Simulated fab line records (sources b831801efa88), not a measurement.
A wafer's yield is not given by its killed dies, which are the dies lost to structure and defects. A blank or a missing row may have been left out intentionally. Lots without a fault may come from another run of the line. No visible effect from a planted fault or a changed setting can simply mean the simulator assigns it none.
fab line records | flow sfq-line
record lots=6 wafers=18 last-day=85
route steps=325 shown L0@4 L0V@16 M0@28
lots with no fault: from the same line, run without faults
start-h: hours from the record's first day to the start of the lot's first wafer shown | wait-h: how many hours have passed since the lot's step before this one | " identical to the entry in the row above | L1.1+2: a single row standing in for several wafers | - no value present, or no start provided | * or withheld: withheld | < > ~ a bound
route shown NAME@n: a module of which the file shows steps, and the number in the route of the first | usual: the fault-free wafers' mean and standard deviation | same: alike in all rows | chamber/n: place in a boat | sites: each site's reading | _std_site: their standard deviation | _edge_site: mean of outer sites minus mean of inner sites | radius-mm: for every site, how far away it sits from the centre of the wafer | mask NAME#n: copy n | behind: tool/chamber where the wafer was last shaped | hold: what put the lot on hold/how long, in hours/how the hold closed | device: which transistor (n, p or np) failed to switch | end of line: the tests these same wafers got at the end of their route | a step given without rows: its recipe and nothing more | killed: dies that structure and defects cost at the first sort, which is not the same as the wafer's yield | map: shows each die of a wafer: x if killed, . if not, _ if none is there
set.NAME: the run value of the setting; set.NAME@STEP: its run value at that earlier step | model.NAME: the simulator's own value behind a step, which no gauge read
lots seen at some steps along the route; tables by step, rows by wafer
services: a tool's chamber out of use, with start hour (start-h, from the record's first day; less than 0 if before it), hours out, and reason
## steps
# step SFQ_L0_RS_MEAS_901
# recipe thk-meas-gauge=four-point-probe reads=MoNx_KI_of_TRILAYER_L0_DEP_SPUTTER_003
# usual L0_MONX_KI_RS=43.8/0.51
# columns lot.wafer tool chamber start-h wait-h L0_MONX_KI_RS[ohm/sq]
L396.1 film-metro-01 - 17.56 0.0 44.2
L396.2 " - " " 43.6
L396.6 " - " " 43.9
L400.1 film-metro-01 - 37.56 0.0 44.5
L400.3 " - " " 44.4
L400.5 " - " " 45.0
L405.1 film-metro-01 - 62.56 0.0 43.7
L405.3 " - " " 43.8
L405.5 " - " " 44.2
L406.2 film-metro-01 - 67.58 0.1 44.0
L406.4 " - " " 44.1
L406.5 " - " " 44.1
L412.1 film-metro-01 - 97.57 0.0 43.3
L412.3 " - " " 44.2
L412.5 " - " " 43.4
L414.4 film-metro-02 - 107.63 0.1 42.9
L414.5 " - " " 43.3
L414.6 " - " " 43.1
# step SFQ_L0_THK_MEAS_902
# recipe thk-meas-gauge=xrf reads=MoNx_KI_of_TRILAYER_L0_DEP_SPUTTER_003
# usual L0_MONX_KI_THK=40.3/0.5
# columns lot.wafer tool chamber start-h wait-h L0_MONX_KI_THK[nm]
L396.1 film-metro-01 - 17.68 0.1 39.7
L396.2 " - " " 40.5
L396.6 " - " " 40.2
L400.1 film-metro-01 - 37.68 0.1 39.8
L400.3 " - " " 39.7
L400.5 " - " " 39.6
L405.1 film-metro-01 - 62.68 0.1 40.2
L405.3 " - " " 40.2
L405.5 " - " " 39.9
L406.2 film-metro-01 - 67.69 0.1 39.8
L406.4 " - " " 40.2
L406.5 " - " " 39.9
L412.1 film-metro-01 - 97.69 0.1 40.3
L412.3 " - " " 39.8
L412.5 " - " " 40.2
L414.4 film-metro-02 - 107.72 0.1 41.3
L414.5 " - " " 40.9
L414.6 " - " " 41.1
# step SFQ_TRILAYER_L0_LITHO_COAT_010
# recipe resist=BARC spin-rpm=3000 resist-thk-nm=62
# step SFQ_TRILAYER_L0_LITHO_COAT_005
# recipe resist=KrF spin-rpm=3000 resist-thk-nm=600
# step SFQ_TRILAYER_L0_LITHO_SOFTBAKE_009
# recipe temp-c=withheld time-s=withheld resist=KrF
# step SFQ_TRILAYER_L0_LITHO_EXPOSE_006
# recipe mask-id=L0 na=0.6 source-shape=conventional sigma-outer=0.65 target-cd-nm=2000 dose-mj=14.4
# step SFQ_TRILAYER_L0_LITHO_PEB_008
# recipe peb-temp-c=115 peb-time-s=60 resist=KrF
# step SFQ_TRILAYER_L0_LITHO_DEVELOP_007
# recipe time-s=60 resist=KrF
# step SFQ_TRILAYER_L0_BARC_OPEN_METAL_ETCH_010
# recipe mask-material=PR chemistry=O2 target-depth-nm=125 target=BARC icp-w=600 bias-w=80 pressure-mtorr=10 time-s=41.7
# usual drypump-motor-current-A=5.9/0.39 oes-product-au=0.685/0.0043 rf-fwd-power-W=592.6/2.8
# same time-s=41.7
# columns lot.wafer tool chamber start-h wait-h drypump-motor-current-A oes-product-au rf-fwd-power-W rf-hours-counter-h
L396.1 rie-metal-02 0 89.85 0.1 5.6 0.680 599.3 121
L396.2 " 1 " " 6.5 0.687 591.3 159
L396.6 " 1 " " 6.5 0.688 590.9 -
L400.1 rie-metal-03 0 113.18 0.1 5.6 0.695 592.9 191
L400.3 " 1 " " 6.1 0.684 590.4 -
L400.5 " 0 " " 5.6 0.682 591.9 -
L405.1 rie-metal-03 1 137.20 0.1 6.1 0.685 591.8 139
L405.3 " 0 " " 5.5 0.688 592.3 -
L405.5 " 1 " " 6.1 0.679 591.2 -
L406.2 rie-metal-04 0 144.40 0.1 5.9 0.688 589.7 162
L406.4 " 0 " " 5.9 0.689 590.8 -
L406.5 " 0 " " 5.9 0.684 591.5 -
L412.1 rie-metal-04 1 179.00 0.1 5.3 0.683 591.9 101
L412.3 " 0 " " 5.9 0.691 588.9 -
L412.5 " 1 " " 5.3 0.677 593.2 -
L414.4 rie-metal-04 1 194.74 0.1 5.4 0.686 593.2 -
L414.5 " 1 " " 5.4 0.691 591.2 -
L414.6 " 0 " " 5.9 0.686 586.2 -
# step SFQ_TRILAYER_L0_ETCH_METAL_ETCH_008
# recipe target=MoNx_KI stop-on=SiO2 mask-material=PR chemistry=SF6/O2 target-depth-nm=50 icp-w=600 bias-w=80 pressure-mtorr=10 time-s=25
# usual drypump-motor-current-A=5.9/0.39 oes-product-au=0.870/0.0073 rf-fwd-power-W=591/3.2
# same time-s=25
# columns lot.wafer tool chamber start-h wait-h drypump-motor-current-A oes-product-au rf-fwd-power-W rf-hours-counter-h
L396.1 rie-metal-02 0 89.91 0.0 5.6 0.864 596 121
L396.2 " 1 " " 6.5 0.877 591 159
L396.6 " 1 " " 6.5 0.869 590 -
L400.1 rie-metal-03 0 113.24 0.0 5.6 0.863 591 191
L400.3 " 1 " " 6.1 0.864 588 -
L400.5 " 0 " " 5.5 0.855 595 -
L405.1 rie-metal-03 1 137.26 0.0 6.1 0.865 589 139
L405.3 " 0 " " 5.6 0.874 590 -
L405.5 " 1 " " 6.1 0.862 588 -
L406.2 rie-metal-04 0 144.46 0.0 5.9 0.862 584 162
L406.4 " 0 " " 5.9 0.867 584 -
L406.5 " 0 " " 5.9 0.873 586 -
L412.1 rie-metal-04 1 179.06 0.0 5.4 0.879 590 101
L412.3 " 0 " " 5.8 0.861 583 -
L412.5 " 1 " " 5.4 0.884 590 -
L414.4 rie-metal-04 1 194.80 0.0 5.3 0.883 591 -
L414.5 " 1 " " 5.4 0.871 591 -
L414.6 " 0 " " 5.9 0.882 587 -
# step SFQ_TRILAYER_L0_STRIP_STRIP_009
# recipe gas=O2 power-w=200 platen-temp-c=40 overash-fraction=0.65 chemistry=O2 pressure-mtorr=50
# step SFQ_TRILAYER_L0_STRIP_SOLV_CLEAN_010
# recipe chemistry=NMP temp-c=70 time-s=600
# step SFQ_TRILAYER_L0_CAP_PECVD_011
# recipe material=SiO2 temp-c=150 time-s=13.333 pressure-torr=2.4 rf-w=183.3 precursor=SiH4/N2O target-thk-nm=60
# usual heater-power-w=84/25 rf-fwd-power-W=179.7/0.88 throttle-valve-pct=25.1/1.2
# columns lot.wafer tool chamber start-h wait-h heater-power-w rf-fwd-power-W throttle-valve-pct model.SiO2_of_TRILAYER_L0_CAP_PECVD_011.thk-nm
L396.1 pecvd-01 0 90.73 0.0 62 179.1 24.3 59.77
L396.2 " 2 " " 82 179.2 26.3 58.93
L396.6 " 1 " " 111 180.3 23.6 59.46
L400.1 pecvd-02 2 114.06 0.0 35 181.4 26.7 58.95
L400.3 " 0 " " 109 178.5 24.8 59.99
L400.5 " 1 " " 109 180.8 26.3 61.35
L405.1 pecvd-02 1 138.08 0.0 100 - 26.4 43.35
L405.3 " 0 " " 112 179.0 24.8 58.99
L405.5 " 2 " " 40 180.8 26.6 60.44
L406.2 pecvd-02 2 145.28 0.0 33 179.7 26.5 58.96
L406.4 " 1 " " 107 - 26.2 43.95
L406.5 " 0 " " 117 179.2 24.9 60.51
L412.1 pecvd-01 1 179.88 0.0 115 179.7 23.2 58.17
L412.3 " 0 " " 62 179.2 24.5 57.98
L412.5 " 2 " " 83 180.1 26.1 59.24
L414.4 pecvd-01 1 195.61 0.0 101 179.4 23.5 60.73
L414.5 " 2 " " 83 180.4 26.6 60.8
L414.6 " 0 " " 63 178.2 24.6 60.48
# step SFQ_TRILAYER_L0_VIA_LITHO_COAT_018
# recipe resist=BARC spin-rpm=3000 resist-thk-nm=62
# step SFQ_TRILAYER_L0_VIA_LITHO_COAT_013
# recipe resist=KrF spin-rpm=3000 resist-thk-nm=650
# step SFQ_TRILAYER_L0_VIA_LITHO_SOFTBAKE_017
# recipe temp-c=withheld time-s=withheld resist=KrF
# step SFQ_TRILAYER_L0_VIA_LITHO_EXPOSE_014
# recipe mask-id=L0V na=0.6 source-shape=conventional sigma-outer=0.65 target-cd-nm=700 dose-mj=21.3
# step SFQ_TRILAYER_L0_VIA_LITHO_PEB_016
# recipe peb-temp-c=115 peb-time-s=60 resist=KrF
# step SFQ_TRILAYER_L0_VIA_LITHO_DEVELOP_015
# recipe time-s=60 resist=KrF
# step SFQ_L0V_OVL_MEAS_903
# usual L0V_OVL=3/4.8
# columns lot.wafer tool chamber start-h wait-h L0V_OVL[nm]
L396.1 overlay-02 - 170.60 0.1 -1
L396.2 " - " " 0
L396.6 " - " " 0
L400.1 overlay-02 - 197.12 0.1 9
L400.3 " - " " 8
L400.5 " - " " 5
L405.1 overlay-02 - 219.92 0.1 1
L405.3 " - " " 3
L405.5 " - " " 3
L406.2 overlay-02 - 227.13 0.1 5
L406.4 " - " " 9
L406.5 " - " " 3
L412.1 overlay-02 - 289.75 0.1 1
L412.3 " - " " 0
L412.5 " - " " 0
L414.4 overlay-01 - 311.36 0.1 -2
L414.5 " - " " 2
L414.6 " - " " 1
# step SFQ_TRILAYER_L0_VIA_BARC_OPEN_VIA_ETCH_021
# recipe mask-material=PR chemistry=O2 target-depth-nm=125 target=BARC source-w=500 bias-w=80 pressure-mtorr=30 time-s=41.7
# usual drypump-motor-current-A=6.0/0.4 oes-product-au=0.686/0.0051 rf-fwd-power-W=495.1/2.1
# same time-s=41.7
# columns lot.wafer tool chamber start-h wait-h drypump-motor-current-A oes-product-au rf-fwd-power-W rf-hours-counter-h
L396.1 rie-diel-02 1 170.63 0.0 5.8 0.694 493.8 112
L396.2 " 0 " " 5.4 0.684 495.6 15
L396.6 " 2 " " 6.5 0.687 496.4 -
L400.1 rie-diel-04 2 197.16 0.0 6.2 0.675 494.0 109
L400.3 " 1 " " 6.2 0.692 495.5 45
L400.5 " 3 " " 5.8 0.685 493.0 -
L405.1 rie-diel-04 2 219.96 0.0 6.2 0.696 494.0 109
L405.3 " 1 " " 6.1 0.694 496.5 46
L405.5 " 1 " " 6.1 0.685 495.6 -
L406.2 rie-diel-04 3 227.16 0.0 5.8 0.685 495.8 45
L406.4 " 0 " " 5.9 0.688 491.9 0
L406.5 " 2 " " 6.2 0.689 492.5 -
L412.1 rie-diel-04 2 289.78 0.0 6.2 0.685 489.3 110
L412.3 " 3 " " 5.8 0.685 498.0 46
L412.5 " 2 " " 6.2 0.683 490.6 -
L414.4 rie-diel-03 0 311.40 0.0 6.7 0.689 496.6 -
L414.5 " 1 " " 6.2 0.682 494.6 -
L414.6 " 3 " " 6.2 0.690 494.4 -
# step SFQ_TRILAYER_L0_VIA_ETCH_VIA_ETCH_016
# recipe target=SiO2 stop-on=MoNx_KI mask-material=PR chemistry=CHF3 target-depth-nm=80 source-w=500 bias-w=80 pressure-mtorr=30 time-s=withheld
# usual drypump-motor-current-A=6.0/0.4 oes-product-au=0.841/0.0072 rf-fwd-power-W=495.6/1.9
# columns lot.wafer tool chamber start-h wait-h drypump-motor-current-A oes-product-au rf-fwd-power-W model.L0V.feature-depth-nm model.etch.depth-nm
L396.1 rie-diel-02 1 170.67 0.0 5.8 0.841 496.2 59.77 59.77
L396.2 " 0 " " 5.4 0.842 496.7 58.93 58.93
L396.6 " 2 " " 6.5 0.826 497.1 59.46 59.46
L400.1 rie-diel-04 2 197.20 0.0 6.2 0.823 491.3 58.95 58.95
L400.3 " 1 " " 6.2 0.844 498.5 59.99 59.99
L400.5 " 3 " " 5.8 0.855 495.4 61.35 61.35
L405.1 rie-diel-04 2 220.00 0.0 6.2 0.713 492.3 43.35 43.35
L405.3 " 1 " " 6.1 0.834 495.1 58.99 58.99
L405.5 " 1 " " 6.1 0.847 493.1 60.44 60.44
L406.2 rie-diel-04 3 227.20 0.0 5.8 0.831 496.3 58.96 58.96
L406.4 " 0 " " 5.8 0.719 492.7 43.95 43.95
L406.5 " 2 " " 6.2 0.851 496.1 60.51 60.51
L412.1 rie-diel-04 2 289.82 0.0 6.2 0.828 491.9 58.17 58.17
L412.3 " 3 " " 5.8 0.823 496.5 57.98 57.98
L412.5 " 2 " " 6.2 0.836 493.2 59.24 59.24
L414.4 rie-diel-03 0 311.44 0.0 6.7 0.851 495.6 60.73 60.73
L414.5 " 1 " " 6.1 0.849 496.8 60.8 60.8
L414.6 " 3 " " 6.2 0.839 495.9 60.48 60.48
# step SFQ_TRILAYER_L0_VIA_STRIP_STRIP_017
# recipe gas=O2 power-w=200 platen-temp-c=40 overash-fraction=0.65 chemistry=O2 pressure-mtorr=50
# usual drypump-motor-current-A=5.76/0.25 oes-product-au=0.999/0.0077
# columns lot.wafer tool chamber start-h wait-h drypump-motor-current-A oes-product-au rf-hours-counter-h
L396.1 rie-metal-01 0 170.72 - 5.67 1.001 102
L396.2 " 0 " " 5.68 1.006 -
L396.6 " 0 " " 5.68 0.999 -
L400.1 rie-metal-01 0 197.24 - 5.66 1.000 107
L400.3 " 0 " " 5.68 1.001 -
L400.5 " 0 " " 5.68 1.004 -
L405.1 rie-metal-04 1 220.04 - 5.34 1.002 108
L405.3 " 1 " " 5.36 0.996 -
L405.5 " 1 " " 5.34 1.005 -
L406.2 rie-metal-03 0 227.24 - 5.64 0.999 4
L406.4 " 0 " " 5.63 0.994 -
L406.5 " 0 " " 5.58 1.001 -
L412.1 rie-metal-03 1 289.87 - 6.10 1.006 166
L412.3 " 0 " " 5.58 0.993 -
L412.5 " 1 " " 6.10 1.005 -
L414.4 rie-metal-04 0 311.67 - 5.86 0.995 -
L414.5 " 0 " " 5.87 0.997 -
L414.6 " 1 " " 5.38 1.003 -
# step SFQ_TRILAYER_L0_VIA_STRIP_SOLV_CLEAN_018
# recipe chemistry=NMP temp-c=70 time-s=600
# step SFQ_TRILAYER_M0_DEP_PRE_CLEAN_020
# recipe gas=Ar time-s=15 bias-v=250
# same time-s=15
# columns lot.wafer tool chamber start-h wait-h model.SiO2_of_TRILAYER_L0_CAP_PECVD_011.thk-nm
L396.1 pvd-sputter-04 - 172.09 0.0 54.77
L396.2 " - " " 53.93
L396.6 " - " " 54.46
L400.1 pvd-sputter-06 - 198.62 0.0 53.95
L400.3 " - " " 54.99
L400.5 " - " " 56.35
L405.1 pvd-sputter-04 - 220.82 0.0 38.35
L405.3 " - " " 53.99
L405.5 " - " " 55.44
L406.2 pvd-sputter-06 - 228.02 0.0 53.96
L406.4 " - " " 38.95
L406.5 " - " " 55.51
L412.1 pvd-sputter-06 - 290.64 0.0 53.17
L412.3 " - " " 52.98
L412.5 " - " " 54.24
L414.4 pvd-sputter-03 - 312.24 0.0 55.73
L414.5 " - " " 55.8
L414.6 " - " " 55.49
# step SFQ_TRILAYER_M0_DEP_SPUTTER_019
# recipe material=Nb base-pressure-pa=1.33e-06 chamber-pressure-pa=0.1333 substrate-temp-c=20 resputter-cathode-voltage-v=400 target-thk-nm=200 power-w=2000 time-s=133.3
# usual cathode-dc-power-W=2000.0/0.38 throttle-valve-pct=29.7/0.62
# same time-s=133.3
# columns lot.wafer tool chamber start-h wait-h cathode-dc-power-W throttle-valve-pct
L396.1 pvd-sputter-04 - 172.12 0.0 2000.1 28.6
L396.2 " - " " 1999.6 30.6
L396.6 " - " " 1999.7 30.2
L400.1 pvd-sputter-06 - 198.64 0.0 2000.8 30.0
L400.3 " - " " 1999.9 29.1
L400.5 " - " " 2000.6 29.6
L405.1 pvd-sputter-04 - 220.84 0.0 1999.8 28.8
L405.3 " - " " 2000.4 30.2
L405.5 " - " " 2000.9 30.5
L406.2 pvd-sputter-06 - 228.04 0.0 2000.2 28.9
L406.4 " - " " 1999.5 29.7
L406.5 " - " " 2000.2 29.2
L412.1 pvd-sputter-06 - 290.67 0.0 2000.2 29.5
L412.3 " - " " 2000.5 29.8
L412.5 " - " " 2000.0 29.5
L414.4 pvd-sputter-03 - 312.27 0.0 2000.1 29.2
L414.5 " - " " 1999.7 30.2
L414.6 " - " " 2000.2 31.0
## services
# columns tool chamber start-h hours kind
pvd-sputter-06 - 76.36 2.8 repair
pvd-sputter-04 - 108.27 5.5 repair
rie-diel-02 3 117.21 5.4 repair
pvd-sputter-06 - 117.42 2.9 repair
rie-diel-02 - 126.11 0.7 repair
rie-metal-03 - 130.66 1.0 repair
rie-diel-04 0 136.52 20.9 repair
rie-diel-04 2 146.78 12.2 repair
pvd-sputter-06 - 149.60 2.9 repair
rie-metal-03 - 150.23 5.7 repair
pvd-sputter-03 - 153.38 0.9 repair
rie-metal-01 1 155.82 48.1 repair
rie-diel-02 2 156.00 3.1 repair
rie-diel-03 3 158.15 3.8 repair
rie-diel-03 2 160.71 9.7 repair
pvd-sputter-03 - 171.45 7.3 repair
pecvd-02 - 173.99 0.3 repair
pecvd-02 0 176.62 16.8 repair
rie-diel-04 0 199.88 3.5 repair
rie-metal-04 0 202.08 7.5 repair
pvd-sputter-04 - 202.22 1.6 repair
pecvd-01 - 246.64 6.0 pm
pecvd-01 1 273.73 11.3 repair
rie-metal-03 - 283.13 0.6 repair
## key
first-sign step=SFQ_TRILAYER_L0_VIA_ETCH_VIA_ETCH_016 reading=oes-product-au direction=down sigmas=17 usual=0.841 struck=0.716
effect none on later readings
model-effect step=SFQ_TRILAYER_L0_CAP_PECVD_011 value=SiO2_of_TRILAYER_L0_CAP_PECVD_011.thk-nm without=60.23 struck=43.65
model-effect step=SFQ_TRILAYER_L0_VIA_ETCH_VIA_ETCH_016 value=L0V.feature-depth-nm without=60.23 struck=43.65
model-effect step=SFQ_TRILAYER_M0_DEP_PRE_CLEAN_020 value=SiO2_of_TRILAYER_L0_CAP_PECVD_011.thk-nm without=55.23 struck=38.65
met-at SFQ_TRILAYER_L0_CAP_PECVD_011
struck-wafers L405.1,L406.4
onset-between 114.06 138.08
fault kind=process-parameter-drift tool=pecvd-02 chamber=1 onset-h=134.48 steps=SFQ_TRILAYER_L0_CAP_PECVD_011 channel=time-s offset=* shape=step end-h=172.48 acts-in=* stated=*
